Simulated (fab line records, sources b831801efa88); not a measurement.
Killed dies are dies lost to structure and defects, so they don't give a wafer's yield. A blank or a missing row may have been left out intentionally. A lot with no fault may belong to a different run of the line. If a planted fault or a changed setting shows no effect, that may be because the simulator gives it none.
Which tool is to blame? | flow gf180mcu | 36 wafers from 12 lots sampled at 5 of the route's 602 steps

== WHAT THE GAUGES READ, wafer by wafer ==
GF_V2_THK_MEAS_01.
lot  | measured     | on           | V2_CVD_00_THK (nm)
L801 | day 18 21:57 | filmMetro-02 | 607 608 598
L802 | day 19 12:20 | filmMetro-03 | 612 591 597
L803 | day 20 02:55 | filmMetro-01 | 604 594 603
L804 | day 20 04:47 | filmMetro-02 | 603 617 597
L805 | day 20 19:37 | filmMetro-03 | 604 591 589
L809 | day 22 03:53 | filmMetro-01 | 578 582 595
L810 | day 22 14:50 | filmMetro-03 | 598 579 590
L812 | day 23 09:09 | filmMetro-01 | 579 598 583
L814 | day 23 23:46 | filmMetro-02 | 603 597 603
L818 | day 25 09:41 | filmMetro-01 | 599 591 586
L819 | day 25 12:47 | filmMetro-03 | 602 600 610
L822 | day 26 13:38 | filmMetro-03 | 595 588 587

== TOOL THAT RAN EACH LOT (tool first, then ch and the chambers of the sampled wafers, then the start) ==
lot  | GF_LVPWELL_COAT_02              | GF_LVPWELL_STRIP_10                | GF_CONTACT_ETCH_16                | GF_M1_METAL_ETCH_16
L801 | lithoTrack-02 ch 0, day 3 13:52 | plasmaAsher-03 ch 0,1, day 3 21:04 | rieDiel-03 ch 1,2, day 15 21:04   | rieMetal-01 ch 0,1, day 16 20:38
L802 | lithoTrack-04 ch 0, day 3 19:37 | plasmaAsher-01 ch 0,1, day 4 02:43 | rieDiel-04 ch 0,1,3, day 16 09:18 | rieMetal-01 ch 1, day 17 09:35
L803 | lithoTrack-03 ch 0, day 4 01:34 | plasmaAsher-01 ch 0,1, day 4 08:47 | rieDiel-04 ch 0,3, day 16 22:10   | rieMetal-02 ch 0, day 17 22:24
L804 | lithoTrack-03 ch 0, day 4 06:33 | plasmaAsher-04 ch 0,1, day 4 13:35 | rieDiel-04 ch 2,3, day 16 23:28   | rieMetal-01 ch 1, day 18 00:25
L805 | lithoTrack-02 ch 0, day 4 11:05 | plasmaAsher-01 ch 0,1, day 4 18:32 | rieDiel-04 ch 1,2, day 17 14:18   | rieMetal-01 ch 0,1, day 18 15:13
L809 | lithoTrack-04 ch 0, day 5 09:39 | plasmaAsher-01 ch 0,1, day 5 17:35 | rieDiel-02 ch 0,1,2, day 18 22:45 | rieMetal-04 ch 0,1, day 20 00:04
L810 | lithoTrack-02 ch 0, day 5 16:02 | plasmaAsher-03 ch 0,1, day 5 23:32 | rieDiel-03 ch 0,1,3, day 19 11:12 | rieMetal-04 ch 0,1, day 20 11:57
L812 | lithoTrack-04 ch 0, day 6 03:18 | plasmaAsher-03 ch 0,1, day 6 11:29 | rieDiel-02 ch 0,1,3, day 20 03:11 | rieMetal-01 ch 0,1, day 21 04:43
L814 | lithoTrack-03 ch 0, day 6 14:43 | plasmaAsher-04 ch 0,1, day 6 22:54 | rieDiel-02 ch 0,1,2, day 20 21:32 | rieMetal-02 ch 0,1, day 21 22:50
L818 | lithoTrack-02 ch 0, day 7 13:31 | plasmaAsher-03 ch 0,1, day 7 21:35 | rieDiel-03 ch 0,3, day 22 10:47   | rieMetal-04 ch 0,1, day 23 10:57
L819 | lithoTrack-03 ch 0, day 7 17:17 | plasmaAsher-03 ch 0, day 8 01:39   | rieDiel-03 ch 0,1,3, day 22 13:18 | rieMetal-01 ch 0,1, day 23 13:33
L822 | lithoTrack-02 ch 0, day 8 09:53 | plasmaAsher-03 ch 0,1, day 8 18:42 | rieDiel-02 ch 0,2,3, day 23 15:23 | rieMetal-01 ch 0,1, day 24 15:31
- GF_LVPWELL_COAT_02: resist thk 3000 nm.
- GF_LVPWELL_STRIP_10: strips in O2/N2.
- GF_CONTACT_ETCH_16: etches BARC in N2/H2.
- GF_M1_METAL_ETCH_16: etches the open film in Cl2/BCl3, stops on SiO2, target depth 627.5 nm, time 104.6 s.

== AS READ BY THE TOOLS THEMSELVES (means over the sampled wafers that have a number; for cases with no such wafer, the mark the record gives instead) ==
GF_LVPWELL_COAT_02.
lot  | tool          | spinSpeedRpm (rpm)
L801 | lithoTrack-02 | 1999.1
L802 | lithoTrack-04 | 2001.2
L803 | lithoTrack-03 | 1998.8
L804 | lithoTrack-03 | 1999.5
L805 | lithoTrack-02 | 1999.5
L809 | lithoTrack-04 | 2000.6
L810 | lithoTrack-02 | 2001.3
L812 | lithoTrack-04 | 2000.1
L814 | lithoTrack-03 | 1996.7
L818 | lithoTrack-02 | 1945.0
L819 | lithoTrack-03 | 2000.1
L822 | lithoTrack-02 | 1944.9

GF_LVPWELL_STRIP_10.
lot  | tool           | chamberPressureMTorr (mTorr) | drypumpMotorCurrentA (A) | heaterPowerW (W) | oesProductAu (a.u.) | stripTimeToEndpointS (s)
L801 | plasmaAsher-03 | 1501.8                       | 5.7                      | 298              | 0.726               | 36.91
L802 | plasmaAsher-01 | 1500.8                       | 6.2                      | 328              | 0.726               | 36.95
L803 | plasmaAsher-01 | 1500.5                       | 5.8                      | 352              | 0.724               | 36.87
L804 | plasmaAsher-04 | 1501.2                       | 5.8                      | 361              | 0.720               | 36.98
L805 | plasmaAsher-01 | 1500.9                       | 6.2                      | 327              | 0.724               | 37.00
L809 | plasmaAsher-01 | 1499.7                       | 6.2                      | 329              | 0.719               | 37.00
L810 | plasmaAsher-03 | 1501.0                       | 5.7                      | 300              | 0.726               | 36.89
L812 | plasmaAsher-03 | 1502.4                       | 5.7                      | 295              | 0.722               | 37.09
L814 | plasmaAsher-04 | 1499.9                       | 5.8                      | 342              | 0.718               | 36.84
L818 | plasmaAsher-03 | 1500.1                       | 5.7                      | 298              | 0.726               | 37.48
L819 | plasmaAsher-03 | 1499.8                       | 6.2                      | 276              | 0.723               | 36.86
L822 | plasmaAsher-03 | 1501.3                       | 5.7                      | 296              | 0.726               | 37.32

GF_CONTACT_ETCH_16.
lot  | tool       | chamberPressureMTorr (mTorr) | drypumpMotorCurrentA (A) | oesProductAu (a.u.) | throttleValvePct (%)
L801 | rieDiel-03 | 30.002                       | 5.0                      | 0.854               | 13.226
L802 | rieDiel-04 | 30.021                       | 6.0                      | 0.855               | 13.221
L803 | rieDiel-04 | 29.989                       | 6.3                      | 0.854               | 13.226
L804 | rieDiel-04 | 29.996                       | 6.5                      | 0.858               | 13.229
L805 | rieDiel-04 | 29.992                       | 5.8                      | 0.854               | 13.222
L809 | rieDiel-02 | 29.995                       | 5.7                      | 0.851               | 13.228
L810 | rieDiel-03 | 29.990                       | 5.2                      | 0.852               | 13.219
L812 | rieDiel-02 | 29.996                       | 5.8                      | 0.856               | 13.220
L814 | rieDiel-02 | 30.031                       | 5.7                      | 0.850               | 13.224
L818 | rieDiel-03 | 30.017                       | 5.4                      | 0.858               | 13.214
L819 | rieDiel-03 | 30.025                       | 5.2                      | 0.856               | 13.230
L822 | rieDiel-02 | 29.998                       | 5.5                      | 0.854               | 13.221

GF_M1_METAL_ETCH_16.
lot  | tool        | chamberPressureMTorr (mTorr) | drypumpMotorCurrentA (A) | oesProductAu (a.u.) | throttleValvePct (%)
L801 | rieMetal-01 | 8.002                        | 5.7                      | 0.970               | 28.259
L802 | rieMetal-01 | 7.998                        | 6.0                      | 0.970               | 28.247
L803 | rieMetal-02 | 8.004                        | 5.2                      | 0.974               | 28.251
L804 | rieMetal-01 | 8.001                        | 6.0                      | 0.966               | 28.249
L805 | rieMetal-01 | 7.998                        | 5.8                      | 0.972               | 28.249
L809 | rieMetal-04 | 7.996                        | 5.5                      | 0.967               | 28.256
L810 | rieMetal-04 | 8.003                        | 5.2                      | 0.972               | 28.247
L812 | rieMetal-01 | 8.001                        | 5.8                      | 0.973               | 28.245
L814 | rieMetal-02 | 7.989                        | 5.5                      | 0.978               | 28.250
L818 | rieMetal-04 | 7.998                        | 5.5                      | 0.975               | 28.240
L819 | rieMetal-01 | 8.000                        | 5.7                      | 0.971               | 28.263
L822 | rieMetal-01 | 7.995                        | 5.7                      | 0.973               | 28.243

== THE ANSWER, worked out from the rows above alone ==
Rule: what is usual is taken from the lots themselves. The widest of any qualifying gaps counts: lots, ordered by their means at a reading, are off when they make up no more than a third of the lots, leave a main group of 4 or more, and stand apart from it by 3 or more times the standard deviation of that group's means. A main group whose means are all the same, to the digits that the tables above print for the reading, isn't used. A lot without any number at a reading at which 4 lots or more have one is off too. Where the step has rows for the other lots, those lots are counted as sound. The gauges are gone through in route order, then the tools' own readings, and for those a lot's mean is taken as printed above. At the first step where some lot is off, the reading lying furthest off is the one used; lots without a number count as furthest.
Off: L818, L822 (GF_LVPWELL_COAT_02, spinSpeedRpm). Main group: mean 1999.7 rpm, sd 1.3.
If a tool, at that step or one of the process steps before it, ran each lot that is off and ran no sound lot following the first of them, it fits. One fits: GF_LVPWELL_COAT_02 on lithoTrack-02. Its last sound lot is L810 (day 5 16:02), its first lot that is off L818 (day 7 13:31): a fault that began between those two fits.
On the lots that are off, the tool's own readings at GF_LVPWELL_COAT_02 differ by more than 5 times the standard deviation of the sound lots' means, which bears it out; spinSpeedRpm reads 1945.0 rpm there versus 1999.7 rpm on the sound lots.

== WHAT THE SIMULATOR HAD INSERTED ==
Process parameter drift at GF_LVPWELL_COAT_02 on lithoTrack-02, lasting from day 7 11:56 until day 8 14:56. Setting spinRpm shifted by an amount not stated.
Shown lots that were struck: L818, L822. The rule above reached the same finding.
